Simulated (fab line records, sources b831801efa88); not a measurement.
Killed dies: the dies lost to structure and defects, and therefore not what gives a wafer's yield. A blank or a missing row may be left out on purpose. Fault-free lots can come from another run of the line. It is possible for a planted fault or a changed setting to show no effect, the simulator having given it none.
A lot that was struck, set against a sound lot :: flow sky130 :: 15 steps out of a route of 708
Sound: these wafers, L787.2, L787.3, L787.4. Wafers struck: L799.1, L799.2, L799.4. The cause is given at the end.
Per side, at each step with rows, come the tool, then ch with its chambers, and then its first start. Under that, the readings that differ: sound wafers :: struck wafers :: difference of the means :: sigmas: that difference in standard deviations of wafers without a fault.
alike: same words and numbers on both sides, and readings whose means sit less than 2 such deviations apart. not compared: any withheld reading, any reading some wafer has no value for, any bound like >300 that may hide the same value, and any number with overlapping values for which the record gives no deviation.
The two part at a step that has a row with sigmas, a row that says differs or no value, or rows on one side only. Numbers that have no deviation but don't overlap get no sigmas and don't part them. Lack of a reading on every wafer of one side parts them only where that side has two or more wafers.

SKY_VIA2_CMP_02: polishes SiO2.
  sound on cmp-01 ch 0,1,3, day 37 05:05; struck on cmp-02 ch 0,2,3, day 40 15:25
  alike: motorCurrentA, platenRpm
SKY_VIA2_BOW_MEAS_03:
  sound: filmMetro-02 at day 37 05:22; struck: filmMetro-01 at day 40 15:43
  alike: VIA2_BOW
then, 8 steps without rows for these wafers: SKY_VIA2_DEHYDRATE_04 (time 60 s); SKY_VIA2_HMDS_05 (prime time 60 s); SKY_VIA2_COAT_06 (resist thk 60 nm); SKY_VIA2_COAT_07 (resist thk 450 nm); SKY_VIA2_SOFTBAKE_08 (time 90 s); SKY_VIA2_EXPOSE_09 (exposes mask VIM2, target cd 200 nm); SKY_VIA2_PEB_10; SKY_VIA2_DEVELOP_11 (develop time 60 s).
SKY_VIA2_CD_MEAS_12: the cd target is 200 nm.
  sound: cdSem-01 at day 38 06:51; struck: cdSem-02 at day 41 15:35
  alike: cdNm
SKY_VIA2_OVL_MEAS_13:
  sound: overlay-02 at day 38 06:57; struck: overlay-02 at day 41 15:42
  alike: VIA2_OVL
SKY_VIA2_ETCH_14: etches BARC in N2/H2, stops on SiO2, time 45.9 s, target depth 60 nm.
  sound on rieDiel-01 ch 0,2,3, day 38 06:59; struck on rieDiel-01 ch 1,2,3, day 41 15:44
reading: biasW (W)
sound: 100.20 100.01 100.02
struck: 102.23 102.24 102.65
difference: +2.30
sigmas: +9
  alike: chamberPressureMTorr, drypumpMotorCurrentA, oesProductAu, throttleValvePct
  not compared: rfHoursCounterH
SKY_VIA2_ETCH_15: etches SiO2 in C4F8/O2/Ar, stops on TiN, target depth 546 nm, time 84 s.
  sound on rieDiel-01 ch 0,2,3, day 38 07:02; struck on rieDiel-01 ch 1,2,3, day 41 15:47
  alike: biasW, chamberPressureMTorr, oesProductAu
  not compared: rfHoursCounterH
SKY_PAD_OPEN_PROBE_99:
  the record holds rows for the sound wafers here (prober-01, day 47 08:17) but none for the struck ones

WHERE THEY PART
At SKY_VIA2_ETCH_14 first; at SKY_PAD_OPEN_PROBE_99 last (within this record only).

WHY: what had been put in by the simulator
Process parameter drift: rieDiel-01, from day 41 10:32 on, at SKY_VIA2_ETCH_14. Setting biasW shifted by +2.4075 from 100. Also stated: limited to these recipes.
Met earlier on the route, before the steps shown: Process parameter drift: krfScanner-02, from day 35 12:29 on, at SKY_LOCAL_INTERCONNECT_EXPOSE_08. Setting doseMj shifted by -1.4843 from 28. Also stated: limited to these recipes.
